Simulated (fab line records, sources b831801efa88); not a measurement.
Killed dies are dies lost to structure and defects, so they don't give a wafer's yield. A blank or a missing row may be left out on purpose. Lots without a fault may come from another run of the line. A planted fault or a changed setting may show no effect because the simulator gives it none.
Which tool did it? | flow gf180mcu | 12 lots, 36 wafers sampled, at 3 steps of a route of 602

WHAT THE GAUGES READ, wafer by wafer
GF_M1_OVL_MEAS_15.
lot  | measured     | on         | M1_OVL (nm)
L075 | day 17 07:06 | overlay-01 | 3 2 9
L077 | day 18 03:33 | overlay-01 | -8 -1 1
L079 | day 19 01:04 | overlay-02 | -2 -11 -5
L081 | day 19 16:27 | overlay-02 | -3 1 -1
L083 | day 20 16:44 | overlay-02 | 9 4 11
L085 | day 21 11:58 | overlay-02 | -3 -7 -2
L087 | day 21 22:50 | overlay-02 | 6 6 6
L089 | day 22 14:10 | overlay-02 | -5 0 -4
L091 | day 23 13:12 | overlay-02 | -2 0 -3
L093 | day 23 21:29 | overlay-01 | 0 -8 -1
L095 | day 24 14:03 | overlay-02 | 0 -2 4
L097 | day 25 08:02 | overlay-01 | 1 7 -7

WHICH TOOL RAN EACH LOT (tool, then ch and the chambers of the sampled wafers, then the start)
lot  | GF_CONTACT_SPUTTER_23        | GF_M1_SPUTTER_01
L075 | pvd_sputter-02, day 16 07:37 | pvd_sputter-02, day 16 08:20
L077 | pvd_sputter-01, day 17 03:19 | pvd_sputter-02, day 17 04:02
L079 | pvd_sputter-03, day 18 00:34 | pvd_sputter-02, day 18 01:17
L081 | pvd_sputter-02, day 18 15:31 | pvd_sputter-04, day 18 16:14
L083 | pvd_sputter-01, day 19 15:52 | pvd_sputter-02, day 19 16:35
L085 | pvd_sputter-02, day 20 08:22 | pvd_sputter-04, day 20 09:05
L087 | pvd_sputter-01, day 21 00:13 | pvd_sputter-02, day 21 00:56
L089 | pvd_sputter-02, day 21 13:22 | pvd_sputter-01, day 21 14:08
L091 | pvd_sputter-03, day 22 13:03 | pvd_sputter-04, day 22 14:05
L093 | pvd_sputter-01, day 22 22:22 | pvd_sputter-04, day 22 23:05
L095 | pvd_sputter-02, day 23 15:04 | pvd_sputter-04, day 23 15:48
L097 | pvd_sputter-03, day 24 09:41 | pvd_sputter-02, day 24 10:24
- GF_CONTACT_SPUTTER_23: material TiN, target thk 10 nm, time 40 s.
- GF_M1_SPUTTER_01: material TiN, target thk 30 nm, time 25 s.

THE ANSWER, worked out from the rows above alone
Rule: what is usual is taken from the lots themselves. Put in order of their means at a reading, lots are off if they are a third of the lots or fewer, leave a main group of 4 or more, and stand apart from it by a gap of 3 or more times the standard deviation of the main group's means; of several such gaps the widest counts. A main group whose means are all the same, to the digits that the tables above print for the reading, isn't used. A lot without any number at a reading at which 4 lots or more have one is off too. The other lots that the step has rows for count as sound.
No lot is off at any reading shown: from this, nothing can be told.

WHAT THE SIMULATOR HAD PUT IN
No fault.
